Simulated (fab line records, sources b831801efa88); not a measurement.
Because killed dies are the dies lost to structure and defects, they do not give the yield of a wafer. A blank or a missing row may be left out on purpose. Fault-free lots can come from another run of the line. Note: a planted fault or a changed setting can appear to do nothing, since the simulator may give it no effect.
Split-lot trial || flow gf180mcu || 23 wafers read from 5 lots, route of 602 steps

SPLIT DETAILS
At GF_POLY_GATE_OXIDATION_16 (stabilise 600 s, purge 300 s, target thk 4 nm), the setting ox_time_s was moved away from the recipe's 899 s on 20 of the 23 wafers read, by -12.2% to +14.5%. The other wafers ran this setting at the recipe's value.

No step appears in the file between the split and the reading.

THE READING
POLY_GATE_OXIDATION_THK in nanometres, read at GF_POLY_GATE_THK_MEAS_17. A value of 4.01 nm with a standard deviation of 0.089 nm is what fault-free wafers of this fab line usually give.

{"wafer": "L077.1", "tool, chamber at the split": "-, -", "ox_time_s as run, s": 843.1, "against the recipe": "-6.2%", "POLY_GATE_OXIDATION_THK, nm": 3.69, "against lot-mates on the recipe": "no lot-mate on the recipe"}
{"wafer": "L077.3", "tool, chamber at the split": "-, -", "ox_time_s as run, s": 843.1, "against the recipe": "-6.2%", "POLY_GATE_OXIDATION_THK, nm": 3.63, "against lot-mates on the recipe": "no lot-mate on the recipe"}
{"wafer": "L077.4", "tool, chamber at the split": "-, -", "ox_time_s as run, s": 843.1, "against the recipe": "-6.2%", "POLY_GATE_OXIDATION_THK, nm": 3.70, "against lot-mates on the recipe": "no lot-mate on the recipe"}
{"wafer": "L077.5", "tool, chamber at the split": "-, -", "ox_time_s as run, s": 843.1, "against the recipe": "-6.2%", "POLY_GATE_OXIDATION_THK, nm": 3.65, "against lot-mates on the recipe": "no lot-mate on the recipe"}
{"wafer": "L077.6", "tool, chamber at the split": "-, -", "ox_time_s as run, s": 843.1, "against the recipe": "-6.2%", "POLY_GATE_OXIDATION_THK, nm": 3.65, "against lot-mates on the recipe": "no lot-mate on the recipe"}
{"wafer": "L078.1", "tool, chamber at the split": "-, -", "ox_time_s as run, s": 789.3, "against the recipe": "-12.2%", "POLY_GATE_OXIDATION_THK, nm": 3.65, "against lot-mates on the recipe": "no lot-mate on the recipe"}
{"wafer": "L078.3", "tool, chamber at the split": "-, -", "ox_time_s as run, s": 789.3, "against the recipe": "-12.2%", "POLY_GATE_OXIDATION_THK, nm": 3.73, "against lot-mates on the recipe": "no lot-mate on the recipe"}
{"wafer": "L078.4", "tool, chamber at the split": "-, -", "ox_time_s as run, s": 789.3, "against the recipe": "-12.2%", "POLY_GATE_OXIDATION_THK, nm": 3.59, "against lot-mates on the recipe": "no lot-mate on the recipe"}
{"wafer": "L078.5", "tool, chamber at the split": "-, -", "ox_time_s as run, s": 789.3, "against the recipe": "-12.2%", "POLY_GATE_OXIDATION_THK, nm": 3.60, "against lot-mates on the recipe": "no lot-mate on the recipe"}
{"wafer": "L078.6", "tool, chamber at the split": "-, -", "ox_time_s as run, s": 789.3, "against the recipe": "-12.2%", "POLY_GATE_OXIDATION_THK, nm": 3.63, "against lot-mates on the recipe": "no lot-mate on the recipe"}
{"wafer": "L080.2", "tool, chamber at the split": "furnace-02, 0", "ox_time_s as run, s": 899, "against the recipe": "recipe", "POLY_GATE_OXIDATION_THK, nm": 4.12, "against lot-mates on the recipe": "-"}
{"wafer": "L080.3", "tool, chamber at the split": "furnace-02, 0", "ox_time_s as run, s": 899, "against the recipe": "recipe", "POLY_GATE_OXIDATION_THK, nm": 4.12, "against lot-mates on the recipe": "-"}
{"wafer": "L080.4", "tool, chamber at the split": "furnace-02, 0", "ox_time_s as run, s": 899, "against the recipe": "recipe", "POLY_GATE_OXIDATION_THK, nm": 4.11, "against lot-mates on the recipe": "-"}
{"wafer": "L082.1", "tool, chamber at the split": "-, -", "ox_time_s as run, s": 806.1, "against the recipe": "-10.3%", "POLY_GATE_OXIDATION_THK, nm": 3.56, "against lot-mates on the recipe": "no lot-mate on the recipe"}
{"wafer": "L082.2", "tool, chamber at the split": "-, -", "ox_time_s as run, s": 806.1, "against the recipe": "-10.3%", "POLY_GATE_OXIDATION_THK, nm": 3.74, "against lot-mates on the recipe": "no lot-mate on the recipe"}
{"wafer": "L082.3", "tool, chamber at the split": "-, -", "ox_time_s as run, s": 806.1, "against the recipe": "-10.3%", "POLY_GATE_OXIDATION_THK, nm": 3.63, "against lot-mates on the recipe": "no lot-mate on the recipe"}
{"wafer": "L082.4", "tool, chamber at the split": "-, -", "ox_time_s as run, s": 806.1, "against the recipe": "-10.3%", "POLY_GATE_OXIDATION_THK, nm": 3.68, "against lot-mates on the recipe": "no lot-mate on the recipe"}
{"wafer": "L082.6", "tool, chamber at the split": "-, -", "ox_time_s as run, s": 806.1, "against the recipe": "-10.3%", "POLY_GATE_OXIDATION_THK, nm": 3.66, "against lot-mates on the recipe": "no lot-mate on the recipe"}
{"wafer": "L083.1", "tool, chamber at the split": "-, -", "ox_time_s as run, s": 1029, "against the recipe": "+14.5%", "POLY_GATE_OXIDATION_THK, nm": 4.60, "against lot-mates on the recipe": "no lot-mate on the recipe"}
{"wafer": "L083.2", "tool, chamber at the split": "-, -", "ox_time_s as run, s": 1029, "against the recipe": "+14.5%", "POLY_GATE_OXIDATION_THK, nm": 4.45, "against lot-mates on the recipe": "no lot-mate on the recipe"}
{"wafer": "L083.3", "tool, chamber at the split": "-, -", "ox_time_s as run, s": 1029, "against the recipe": "+14.5%", "POLY_GATE_OXIDATION_THK, nm": 4.49, "against lot-mates on the recipe": "no lot-mate on the recipe"}
{"wafer": "L083.4", "tool, chamber at the split": "-, -", "ox_time_s as run, s": 1029, "against the recipe": "+14.5%", "POLY_GATE_OXIDATION_THK, nm": 4.42, "against lot-mates on the recipe": "no lot-mate on the recipe"}
{"wafer": "L083.5", "tool, chamber at the split": "-, -", "ox_time_s as run, s": 1029, "against the recipe": "+14.5%", "POLY_GATE_OXIDATION_THK, nm": 4.55, "against lot-mates on the recipe": "no lot-mate on the recipe"}

FIT RESULTS
A straight line over all 23 wafers: POLY_GATE_OXIDATION_THK changes by +0.0345 nm for each +1% of ox_time_s; r = +0.97; the points scatter about the line by 0.095 nm.
Too few moved wafers with a lot-mate on the recipe to fit a line net of each lot's own level.

THE WHOLE CHAIN: every reading that the file lists as answering this split, in the file's order
{"step": "GF_POLY_GATE_OXIDATION_16", "what it does": "stabilise 600 s, purge 300 s, target thk 4 nm", "reading": "SiO2_of_POLY_GATE_OXIDATION_16.thk_nm (the simulator's own value, which no gauge read)", "change (the file's fit)": "+0.0337 nm for each +1% of the setting", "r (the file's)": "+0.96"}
{"step": "GF_POLY_GATE_THK_MEAS_17", "what it does": "", "reading": "POLY_GATE_OXIDATION_THK", "change (the file's fit)": "+0.0345 for each +1% of the setting", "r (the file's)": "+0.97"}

FILE'S OWN FIT
POLY_GATE_OXIDATION_THK changes by +0.0345 nm for each +1% of ox_time_s, r = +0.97.
